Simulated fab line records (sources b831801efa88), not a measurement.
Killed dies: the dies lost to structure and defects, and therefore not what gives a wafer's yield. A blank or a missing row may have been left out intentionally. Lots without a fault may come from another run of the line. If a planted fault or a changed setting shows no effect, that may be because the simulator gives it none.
A lot that was struck, set against a sound lot + flow sky130 + 17 out of 708 route steps
Sound: wafers L193.2, L193.3, L193.5. Struck: wafer L202.4 (left out: L202.2, L202.3 of the same lot, which were not struck); the cause appears at the end.
Each step with rows lists, per side, the tool, then ch with its chambers, then its first start. Under that, the readings that differ: sound wafers + struck wafers + difference of the means + sigmas: that difference in standard deviations of wafers without a fault.
alike: same words and numbers on both sides, and readings whose means sit less than 2 such deviations apart. not compared: any withheld reading, any reading some wafer has no value for, any bound like >300 that may hide the same value, and any number with overlapping values for which the record gives no deviation.
Wherever a step has rows on one side only, a row that says differs or no value, or a row with sigmas, the two part there. Numbers that have no deviation but don't overlap get no sigmas and don't part them. A reading that every wafer of one side lacks parts them only if that side has two wafers or more.

first, 2 steps without rows for these wafers: SKY_LOCAL_INTERCONNECT_PEB_09; SKY_LOCAL_INTERCONNECT_DEVELOP_10 (develop time 60 s).
SKY_LOCAL_INTERCONNECT_CD_MEAS_11: the cd target is 170 nm.
  sound: cd sem-02 at day 32 21:38; struck: cd sem-02 at day 35 16:21
| reading    | sound             | struck | difference | sigmas |
|------------|-------------------|--------|------------|--------|
| cd nm (nm) | 171.5 172.4 171.1 | 168.1  | -3.6       | -2     |
SKY_LOCAL_INTERCONNECT_OVL_MEAS_12:
  sound: overlay-01 at day 32 21:45; struck: overlay-01 at day 35 16:28
| reading                     | sound   | struck | difference | sigmas |
|-----------------------------|---------|--------|------------|--------|
| LOCAL_INTERCONNECT_OVL (nm) | 2 -7 -6 | 9      | +13        | +3     |
SKY_LOCAL_INTERCONNECT_ETCH_13: etches BARC in N2/H2, stops on SiO2, time 45.9 s, target depth 60 nm.
  sound on rie metal-03 ch 0,1, day 32 21:47; struck on rie metal-01 ch 1, day 35 16:29
  alike: drypump motor current A, oes product au, throttle valve pct
  not compared: rf hours counter h
SKY_LOCAL_INTERCONNECT_METAL_ETCH_14: etches TiN in Cl2/BCl3, stops on PSG, target depth 110 nm, time 31.4 s.
  sound on rie metal-03 ch 0,1, day 32 21:50; struck on rie metal-01 ch 1, day 35 16:33
  alike: drypump motor current A, oes product au, throttle valve pct
  not compared: rf hours counter h
SKY_LOCAL_INTERCONNECT_STRIP_15: strips in O2/N2.
  sound on plasma asher-02 ch 0,1, day 32 21:53; struck on plasma asher-03 ch 0, day 35 16:36
| reading                     | sound          | struck | difference | sigmas |
|-----------------------------|----------------|--------|------------|--------|
| drypump motor current A (A) | 5.73 5.58 5.60 | 6.38   | +0.74      | +2     |
  alike: oes product au, strip time to endpoint s
  not compared: rf hours counter h
then, 3 steps without rows for these wafers: SKY_LOCAL_INTERCONNECT_STRIP_16 (strips in post etch residue remover, time 1200 s); SKY_LOCAL_INTERCONNECT_CLEAN_17 (cleans in IPA, time 180 s); SKY_LOCAL_INTERCONNECT_CLEAN_18 (cleans in O3/DIW).
SKY_CONTACT_CVD_00: deposits Si3N4, target thk 75 nm.
  sound on pecvd-02 ch 0,1,2, day 32 22:29; struck on pecvd-03 ch 1, day 35 17:14
  alike: heater power w
SKY_CONTACT_THK_MEAS_01:
  sound: film metro-03 at day 32 22:32; struck: film metro-03 at day 35 17:17
  alike: CONTACT_CVD_00_THK
SKY_CONTACT_HDPCVD_02: deposits SiO2, target thk 565 nm, time 94.2 s.
  sound on hdpcvd-02 ch 0,2, day 32 22:35; struck on hdpcvd-02 ch 2, day 35 17:20
| reading                                     | sound             | struck | difference | sigmas |
|---------------------------------------------|-------------------|--------|------------|--------|
| run length s (s)                            | 122.1 121.7 122.0 | 140.6  | +18.7      | +31    |
| model.SiO2_of_CONTACT_HDPCVD_02.thk nm (nm) | 564.6 564.1 564.7 | 665.2  | +100.7     |        |
  alike: sih4 flow sccm
SKY_CONTACT_THK_MEAS_03:
  sound: film metro-01 at day 32 22:39; struck: film metro-03 at day 35 17:26
| reading                 | sound       | struck | difference | sigmas |
|-------------------------|-------------|--------|------------|--------|
| CONTACT_HDPCVD_THK (nm) | 564 564 564 | 665    | +101       | +20    |
SKY_CONTACT_CMP_04: polishes SiO2.
  sound on cmp-02 ch 0,1,2, day 32 22:54; struck on cmp-01 ch 0, day 35 17:38
| reading                | sound          | struck | difference | sigmas |
|------------------------|----------------|--------|------------|--------|
| motor current A (A)    | 12.2 11.9 11.2 | 14.5   | +2.7       | +3     |
| time to endpoint s (s) | 82 84 79       | 128    | +46        | +11    |
SKY_CONTACT_BOW_MEAS_05:
  sound: film metro-01 at day 32 23:10; struck: film metro-04 at day 35 17:58
  alike: CONTACT_BOW
-- the record jumps here: 14 days lie between the struck wafers' starts before and after (it left off in module CONTACT and takes up again in module PAD_OPEN, whose first step shown is number 708 of the route) --
SKY_PAD_OPEN_PROBE_99:
  sound: prober-02 at day 47 13:16; struck: prober-02 at day 49 12:28
| reading            | sound    | struck | difference | sigmas |
|--------------------|----------|--------|------------|--------|
| killed_at_M0_to_M3 | 50 45 30 | 56     | +14        | +2     |
  alike: killed_at_M4_up, killed at contacts, killed at front end, killed dies, killed open, killed short

WHERE THEY PART
Earliest at SKY_LOCAL_INTERCONNECT_CD_MEAS_11; latest, in this record, at SKY_PAD_OPEN_PROBE_99.

WHY: whatever the simulator had introduced
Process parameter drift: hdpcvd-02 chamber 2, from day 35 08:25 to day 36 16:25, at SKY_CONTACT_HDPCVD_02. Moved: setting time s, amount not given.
